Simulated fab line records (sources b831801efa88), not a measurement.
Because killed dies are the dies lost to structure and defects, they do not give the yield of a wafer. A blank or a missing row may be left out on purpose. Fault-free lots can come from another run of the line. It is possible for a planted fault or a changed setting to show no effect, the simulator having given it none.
A single fault, viewed from 2 desks || flow sky130 || every desk sees just its own numbers, and what lay behind them comes last

AT THE TOOL OWNER'S DESK: cmp-02
The tool's own readings at SKY_VIA4_CMP_02 (polishes SiO2): means of the sampled wafers that have a number, for each lot that ran on this tool. Marked OUT: a lot whose mean sits more than 4 standard deviations from the usual mean, which makes it out of limits; the brackets give that distance.
Columns: A = motor current A at SKY_VIA4_CMP_02, usual 11.8 A
{"lot": "L790", "first seen here": "day 42 20:38", "A": 13.0}
{"lot": "L791", "first seen here": "day 42 22:26", "A": 11.5}
{"lot": "L792", "first seen here": "day 43 01:29", "A": 12.5}
{"lot": "L796", "first seen here": "day 44 06:12", "A": 11.4}
{"lot": "L803", "first seen here": "day 45 18:37", "A": 11.4}
Result from this desk: across the 5 lots, nothing is out of limits.

AT THE METROLOGY DESK
What the gauges read, lot by lot, whatever tool the lot ran on: means of the sampled wafers that have a number. Marked OUT: a lot whose mean sits more than 4 standard deviations from the usual mean, which makes it out of limits; the brackets give that distance.
Columns: A = SD_N_OVL at SKY_SD_N_OVL_MEAS_08, usual -0.7 nm; B = CONTACT_HDPCVD_THK at SKY_CONTACT_THK_MEAS_03, usual 565 nm
{"lot": "L789", "first seen here": "day 28 15:21", "A": -0.8, "B": 565}
{"lot": "L790", "first seen here": "day 29 00:37", "A": -1.7, "B": 567}
{"lot": "L791", "first seen here": "day 29 06:27", "A": -1.9, "B": 560}
{"lot": "L792", "first seen here": "day 29 09:21", "A": -1.2, "B": 564}
{"lot": "L794", "first seen here": "day 30 17:27", "A": 0.2, "B": 561}
{"lot": "L796", "first seen here": "day 30 19:27", "A": -1.2, "B": 562}
{"lot": "L797", "first seen here": "day 30 19:38", "A": 0.4, "B": 568}
{"lot": "L798", "first seen here": "day 31 00:36", "A": -0.5, "B": 559}
{"lot": "L803", "first seen here": "day 32 21:06", "A": 0.2, "B": 562}
{"lot": "L809", "first seen here": "day 34 12:52", "A": -1.8, "B": 569}
{"lot": "L810", "first seen here": "day 34 19:39", "A": -1.5, "B": 567}
{"lot": "L811", "first seen here": "day 34 22:33", "A": -0.5, "B": 581}
{"lot": "L812", "first seen here": "day 35 07:46", "A": -1.4, "B": 569}
Result from this desk: across the 13 lots, nothing is out of limits.

PUT TOGETHER
The tool owner's desk saw nothing out of limits.
The metrology desk saw nothing out of limits.

WHAT THE SIMULATOR HAD INSERTED
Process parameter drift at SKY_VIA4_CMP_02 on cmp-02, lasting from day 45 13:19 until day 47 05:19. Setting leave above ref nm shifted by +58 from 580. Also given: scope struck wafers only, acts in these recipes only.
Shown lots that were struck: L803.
